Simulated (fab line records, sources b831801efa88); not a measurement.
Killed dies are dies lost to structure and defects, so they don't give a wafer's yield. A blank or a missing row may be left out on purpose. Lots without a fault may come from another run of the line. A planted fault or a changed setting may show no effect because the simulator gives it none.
Chamber matching | flow gf180mcu | GF_V4_CMP_26 on cmp-02: 4 sister chambers
The step polishes, stops on SiO2, t overpolish 15 s, target thk 0 nm. 20 wafers are shown with their chamber, then 10 later ones without.

WAFERS WITH THEIR CHAMBER
wafer  | chamber | motor_current_A (A) | edge_zone_pressure_frac | retaining_ring_pressure_frac
L310.1 | 3       | 11.1                | 1.012                   | 0.995
L310.4 | 1       | 11.7                | 1.000                   | 1.005
L310.6 | 3       | 10.6                | 0.995                   | 0.997
L311.1 | 2       | 8.8                 | 1.001                   | 1.002
L311.5 | 3       | 10.5                | 1.013                   | 0.998
L311.6 | 2       | 9.5                 | 1.003                   | 0.998
L313.1 | 0       | 11.2                | 1.001                   | 0.997
L313.3 | 2       | 9.1                 | 1.002                   | 0.999
L313.6 | 3       | 11.0                | 1.003                   | 1.001
L314.1 | 1       | 11.6                | 1.000                   | 1.002
L314.2 | 2       | 9.4                 | 1.006                   | 1.002
L314.4 | 3       | 10.9                | 0.992                   | 0.992
L319.2 | 0       | 11.6                | 1.004                   | 1.000
L319.4 | 1       | 11.8                | 0.999                   | 1.000
L319.6 | 2       | 8.8                 | 1.010                   | 0.999
L322.2 | 0       | 11.5                | 0.997                   | 0.998
L322.3 | 2       | 9.4                 | 1.005                   | 0.998
L322.6 | 0       | 11.4                | 0.992                   | 1.003
L323.4 | 1       | 12.4                | 0.996                   | 1.000
L323.5 | 1       | 11.7                | 1.002                   | 0.993

SIGNATURES (means of the wafers above)
reading                      | chamber 0 | chamber 1 | chamber 2 | chamber 3 | scatter within a chamber
motor_current_A              | 11.425    | 11.840    | 9.167     | 10.820    | 0.281
edge_zone_pressure_frac      | 0.99850   | 0.99940   | 1.00450   | 1.00300   | 0.0057
retaining_ring_pressure_frac | 0.99950   | 1.00000   | 0.99967   | 0.99660   | 0.00318
Rule: a wafer's distance from a chamber is the root of the sum, over the readings, of the square of ((its reading less the chamber's mean) divided by the reading's scatter). The wafer belongs to the nearest chamber; if the next one is less than 2 further off, it can't be placed. The scatter: the root of (the sum of the squares of (reading less its chamber's mean) over the shown wafers, divided by (wafers less chambers)).

WAFERS WITHOUT THEIR CHAMBER
wafer  | motor_current_A (A) | edge_zone_pressure_frac | retaining_ring_pressure_frac
L323.6 | 10.8                | 0.997                   | 1.004
L324.1 | 11.2                | 1.006                   | 0.996
L324.2 | 12.3                | 0.998                   | 0.999
L324.3 | 11.4                | 1.001                   | 0.996
L330.3 | 11.9                | 1.009                   | 0.996
L330.5 | 11.2                | 1.006                   | 1.001
L330.6 | 10.4                | 1.009                   | 1.000
L332.2 | 11.6                | 1.004                   | 0.997
L332.3 | 12.1                | 0.993                   | 1.002
L332.6 | 11.8                | 1.005                   | 0.999

WHICH CHAMBER EACH WENT THROUGH
wafer  | from the rows above          | in truth
L323.6 | can't be placed: 3 or 0 or 1 | 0
L324.1 | can't be placed: 3 or 0 or 1 | 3
L324.2 | can't be placed: 1 or 0      | 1
L324.3 | can't be placed: 0 or 1 or 3 | 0
L330.3 | can't be placed: 1 or 0 or 3 | 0
L330.5 | can't be placed: 0 or 3 or 1 | 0
L330.6 | can't be placed: 3 or 0      | 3
L332.2 | can't be placed: 0 or 1 or 3 | 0
L332.3 | can't be placed: 1 or 0      | 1
L332.6 | can't be placed: 1 or 0      | 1
Placed correctly: 0 of 10. Can't be placed from these rows: 10 (the true chamber is among the candidates in 10). Placed wrongly: 0.
